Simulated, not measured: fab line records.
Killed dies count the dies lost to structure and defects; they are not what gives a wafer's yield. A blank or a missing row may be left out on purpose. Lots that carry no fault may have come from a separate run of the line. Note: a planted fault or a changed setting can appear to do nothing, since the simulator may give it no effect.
fab line records    flow sky130
record: lots: 5  wafers: 15  last-day: 50
route steps=708 shown PAD_OPEN@701
lots with no fault: from the same line, run without faults
start-h: hours from the record's first day to the start of the lot's first wafer shown    wait-h: hours elapsed since this lot's preceding step    " as in the row above    L1.1+2: one row covering several wafers at once    - no value present, or no start provided    * or withheld: withheld    < > ~ a bound
route shown NAME@n: names a module that has steps shown in the file, with the first one's number in the route    usual: the fault-free wafers' mean and standard deviation    same: alike in all rows    chamber/n: place in a boat    sites: the reading at each site    _std_site: the standard deviation of these    _edge_site: the outer-site mean with the inner-site mean subtracted    radius-mm: for every site, how far away it sits from the centre of the wafer    mask NAME#n: copy n    behind: tool/chamber where the wafer was last shaped    hold: reason for holding the lot/hours on hold/outcome of the hold    device: the n, p or np transistor that did not switch    end of line: the route-end tests of the same wafers    a step without rows: its recipe alone    killed: dies lost to structure and defects at the first sort, not the wafer's yield    map: shows each die of a wafer: x if killed, . if not, _ if none is there
set.NAME: the run value of the setting; set.NAME@STEP: its run value at that earlier step    model.NAME: the simulator's own value behind a step, which no gauge read
lots at selected steps of the route; one table per step, one row per wafer
services: a tool's chamber out of use, with start hour (start-h, from the record's first day; less than 0 if before it), hours out, and reason
== steps ==
step: SKY_PAD_OPEN_ETCH_07
recipe: chemistry: CF4/O2  target-depth-nm: 725  stop-on: AlCu  source-w: 800  bias-w: 150  pressure-mtorr: 150  cf4-flow-sccm: 80  O2_flow_sccm: 10  time-s: 161.1
usual: drypump-motor-current-A: 5.8/0.48  oes-product-au: 0.976/0.008  throttle-valve-pct: 5.963/0.0089
lot.wafer  tool         chamber  start-h  wait-h  drypump-motor-current-A  oes-product-au  rf-hours-counter-h  throttle-valve-pct
L074.2     rie-diel-03  1        1071.83  -       4.9                      0.962           14                  5.968
L074.3     "            2        "        "       5.7                      0.977           26                  5.964
L074.4     "            3        "        "       6.6                      0.973           26                  5.951
L083.3     rie-diel-01  3        1123.83  -       6.5                      0.971           25                  5.961
L083.4     "            2        "        "       5.4                      0.978           26                  5.958
L083.5     "            3        "        "       6.5                      0.993           -                   5.966
L088.1     rie-diel-03  2        1152.53  -       5.7                      0.968           30                  5.982
L088.2     "            0        "        "       6.3                      0.962           15                  5.976
L088.3     "            0        "        "       6.3                      0.969           -                   5.954
L094.2     rie-diel-01  1        1182.55  -       5.3                      0.968           17                  5.965
L094.3     "            0        "        "       5.9                      0.988           6                   5.959
L094.4     "            3        "        "       6.5                      0.978           28                  5.970
L095.4     rie-diel-02  0        1188.03  -       6.0                      0.973           12                  5.961
L095.5     "            1        "        "       6.0                      0.971           -                   5.966
L095.6     "            0        "        "       6.0                      0.988           -                   5.956
step: SKY_PAD_OPEN_STRIP_08
recipe: chemistry: O2/N2  power-w: 1400  pressure-mtorr: 1500  platen-temp-c: withheld  overash-fraction: 0.7  o2-flow-sccm: 3000  n2-flow-sccm: 300
usual: drypump-motor-current-A: 5.70/0.28  oes-product-au: 0.663/0.0048  strip-time-to-endpoint-s: 37.09/0.11
lot.wafer  tool             chamber  start-h  wait-h  drypump-motor-current-A  oes-product-au  rf-hours-counter-h  strip-time-to-endpoint-s
L074.2     plasma-asher-04  0        1071.94  0.1     6.10                     0.655           94                  37.14
L074.3     "                0        "        "       6.06                     0.671           -                   37.17
L074.4     "                1        "        "       5.69                     0.670           -                   37.07
L083.3     plasma-asher-02  1        1123.97  0.1     5.74                     0.671           -                   37.08
L083.4     "                0        "        "       5.38                     0.668           -                   36.93
L083.5     "                1        "        "       5.72                     0.666           -                   37.16
L088.1     plasma-asher-04  1        1152.69  0.1     5.73                     0.658           102                 37.21
L088.2     "                0        "        "       6.08                     0.660           102                 37.18
L088.3     "                0        "        "       6.05                     0.670           -                   37.06
L094.2     plasma-asher-04  1        1182.65  0.1     5.69                     0.659           105                 37.04
L094.3     "                0        "        "       6.08                     0.662           -                   37.07
L094.4     "                1        "        "       5.67                     0.667           -                   37.08
L095.4     plasma-asher-02  1        1188.17  0.1     5.73                     0.666           -                   37.05
L095.5     "                1        "        "       5.72                     0.665           -                   37.11
L095.6     "                0        "        "       5.37                     0.672           -                   36.96
step: SKY_PAD_OPEN_STRIP_09
recipe: chemistry: post-etch-residue-remover  time-s: 1200  temp-c: 72.5
lot.wafer   tool          chamber  start-h  wait-h
L074.2+3+4  wet-bench-02  0        1072.04  0.1
L083.3+4+5  wet-bench-02  2        1124.04  0.0
L088.1+2+3  wet-bench-01  3        1152.79  0.1
L094.2+3+4  wet-bench-01  2        1182.75  0.1
L095.4+5+6  wet-bench-01  2        1188.25  0.0
step: SKY_PAD_OPEN_CLEAN_10
recipe: chemistry: IPA  time-s: 180  temp-c: 25
lot.wafer   tool          chamber  start-h  wait-h
L074.2+3+4  wet-bench-02  1        1072.38  0.0
L083.3+4+5  wet-bench-01  2        1124.38  0.0
L088.1+2+3  wet-bench-02  0        1153.13  0.0
L094.2+3+4  wet-bench-02  1        1183.13  0.0
L095.4+5+6  wet-bench-02  1        1188.62  0.0
step: SKY_PAD_OPEN_CLEAN_11
recipe: chemistry: O3/DIW  dry: n2-spin
lot.wafer   tool          chamber  start-h  wait-h
L074.2+3+4  wet-bench-02  0        1072.44  0.0
L083.3+4+5  wet-bench-03  2        1124.44  0.0
L088.1+2+3  wet-bench-03  2        1153.20  0.0
L094.2+3+4  wet-bench-03  3        1183.18  0.0
L095.4+5+6  wet-bench-01  1        1188.68  0.0
step: SKY_PAD_OPEN_ANNEAL_12
recipe: temp-c: 400  time-s: withheld  ambient: N2/H2  idle-temp-c: 300  ramp-up-c-per-min: 8  ramp-down-c-per-min: 4
usual: zone-power-centre-pct: 3.95/0.16
lot.wafer  tool        chamber  start-h  wait-h  zone-power-centre-pct
L074.2     furnace-01  0        1072.53  0.0     3.85
L074.3     "           0        "        "       3.78
L074.4     "           0        "        "       3.81
L083.3     furnace-01  0        1124.53  0.0     3.81
L083.4     "           0        "        "       3.80
L083.5     "           0        "        "       3.84
L088.1     furnace-01  0        1153.29  0.0     3.81
L088.2     "           0        "        "       3.80
L088.3     "           0        "        "       3.80
L094.2     furnace-02  0        1183.28  0.0     4.10
L094.3     "           0        "        "       4.12
L094.4     "           0        "        "       4.14
L095.4     furnace-02  0        1188.79  0.0     4.09
L095.5     "           0        "        "       4.06
L095.6     "           0        "        "       4.14
step: SKY_PAD_OPEN_BOW_MEAS_13
recipe: mode: bow
usual: PAD_OPEN_BOW: 46/9.1
lot.wafer  tool           chamber  start-h  wait-h  PAD_OPEN_BOW[um]
L074.2     film-metro-01  -        1074.05  -       49
L074.3     "              -        "        "       52
L074.4     "              -        "        "       41
L083.3     film-metro-03  -        1126.07  -       39
L083.4     "              -        "        "       46
L083.5     "              -        "        "       33
L088.1     film-metro-03  -        1154.79  -       46
L088.2     "              -        "        "       50
L088.3     "              -        "        "       41
L094.2     film-metro-01  -        1184.80  -       38
L094.3     "              -        "        "       44
L094.4     "              -        "        "       61
L095.4     film-metro-03  -        1190.35  -       48
L095.5     "              -        "        "       55
L095.6     "              -        "        "       36
step: SKY_PAD_OPEN_PROBE_99
usual: defect-limited-yield: 82.3/1.9  killed_at_M0_to_M3: 45/6.6  killed_at_M4_up: 3.1/1.6  killed-at-contacts: 24/5  killed-at-front-end: 14/4.4  killed-at-other: 0.3/0.58  killed-dies: 87/9.2  killed-open: 47/6.7  killed-short: 40/6.4
same: gross-dies: 492  killed-at-back-side: 0
lot.wafer  tool       chamber  start-h  wait-h  defect-limited-yield[%]  killed_at_M0_to_M3  killed_at_M4_up  killed-at-contacts  killed-at-front-end  killed-at-other  killed-dies  killed-open  killed-short
L074.2     prober-01  -        1074.20  0.1     80.1                     50                  2                30                  15                   1                98           50           48
L074.3     prober-01  -        1074.25  0.2     81.1                     54                  2                28                  9                    0                93           54           39
L074.4     prober-01  -        1074.30  0.2     82.5                     38                  5                31                  12                   0                86           44           42
L083.3     prober-02  -        1126.25  0.2     83.5                     43                  3                16                  19                   0                81           46           35
L083.4     prober-02  -        1126.30  0.2     83.7                     51                  3                15                  11                   0                80           42           38
L083.5     prober-02  -        1126.35  0.2     80.9                     43                  3                23                  25                   0                94           50           44
L095.4     prober-02  -        1190.56  0.2     83.5                     45                  4                23                  9                    0                81           47           34
L095.5     prober-02  -        1190.61  0.2     84.3                     42                  1                26                  8                    0                77           44           33
L095.6     prober-02  -        1190.66  0.2     82.9                     35                  3                33                  13                   0                84           45           39
killed by level:class
L074.2 CONTACT:geometric-particle:open=13 LI_CONTACT:geometric-particle:open=12 VIA1:geometric-particle:open=9 VIA1:geometric-particle:short=9 METAL1:geometric-particle:short=8 VIA2:geometric-particle:open=7 POLY_GATE:geometric-particle:short=6 METAL2:geometric-particle:short=5
L074.3 CONTACT:geometric-particle:open=14 VIA3:geometric-particle:open=11 VIA1:geometric-particle:open=10 VIA2:geometric-particle:open=9 METAL2:geometric-particle:short=6 LOCAL_INTERCONNECT:geometric-particle:short=6 CONTACT:geometric-particle:short=6 VIA2:geometric-particle:short=5
L074.4 CONTACT:geometric-particle:open=14 VIA1:geometric-particle:open=7 VIA1:geometric-particle:short=6 VIA3:geometric-particle:open=6 LI_CONTACT:geometric-particle:short=5 LI_CONTACT:geometric-particle:open=5 CONTACT:geometric-particle:short=5 VIA2:geometric-particle:open=5
L083.3 METAL2:geometric-particle:short=10 METAL1:geometric-particle:short=9 VIA1:geometric-particle:open=9 CONTACT:geometric-particle:open=7 VIA2:geometric-particle:open=7 POLY_GATE:geometric-particle:short=5 LI_CONTACT:geometric-particle:open=5 VIA3:geometric-particle:open=5
L083.4 VIA1:geometric-particle:open=16 METAL1:geometric-particle:short=9 CONTACT:geometric-particle:open=7 VIA2:geometric-particle:open=6 FIELD_ISO:geometric-particle:short=5 VIA1:geometric-particle:short=5 METAL2:geometric-particle:short=5 VIA2:geometric-particle:short=3
L083.5 CONTACT:geometric-particle:open=13 POLY_GATE:geometric-particle:short=9 VIA2:geometric-particle:open=9 VIA1:geometric-particle:open=7 METAL2:geometric-particle:short=7 POLY_GATE:geometric-particle:open=6 METAL1:geometric-particle:short=6 VIA3:geometric-particle:open=6
L095.4 VIA1:geometric-particle:open=11 VIA2:geometric-particle:open=8 CONTACT:geometric-particle:open=7 LI_CONTACT:geometric-particle:short=6 METAL2:geometric-particle:open=5 LI_CONTACT:geometric-particle:open=4 LOCAL_INTERCONNECT:geometric-particle:short=4 METAL2:geometric-particle:short=4
L095.5 VIA1:geometric-particle:open=13 METAL2:geometric-particle:short=9 CONTACT:geometric-particle:open=9 LI_CONTACT:geometric-particle:open=7 VIA2:geometric-particle:open=6 CONTACT:geometric-particle:short=5 LOCAL_INTERCONNECT:geometric-particle:short=4 METAL3:geometric-particle:short=4
L095.6 CONTACT:geometric-particle:open=14 METAL2:geometric-particle:short=6 VIA3:geometric-particle:open=6 LOCAL_INTERCONNECT:geometric-particle:short=5 VIA1:geometric-particle:open=5 CONTACT:geometric-particle:short=5 VIA2:geometric-particle:open=5 FIELD_ISO:geometric-particle:short=4
== services ==
tool             chamber  start-h  hours  kind
plasma-asher-02  -        1055.25  9.0    pm
plasma-asher-02  0        1055.25  9.0    vent-cycle
plasma-asher-02  1        1055.25  9.0    vent-cycle
rie-diel-02      2        1063.00  4.6    repair
plasma-asher-02  0        1064.25  -      clean
plasma-asher-02  1        1064.25  -      clean
furnace-01       -        1083.29  6.4    repair
rie-diel-02      -        1107.83  0.1    repair
furnace-01       -        1111.64  2.3    pm
furnace-02       -        1113.91  3.9    pm
rie-diel-02      3        1115.80  4.7    repair
rie-diel-03      1        1123.08  5.1    repair
rie-diel-02      0        1132.57  1.4    repair
rie-diel-02      2        1134.77  1.5    repair
rie-diel-03      2        1139.88  8.3    repair
furnace-01       -        1141.31  3.3    pm
rie-diel-03      0        1143.21  6.8    repair
rie-diel-03      1        1145.96  7.0    repair
rie-diel-02      3        1156.28  15.7   repair
rie-diel-03      0        1182.62  9.2    repair
== key ==
fault none
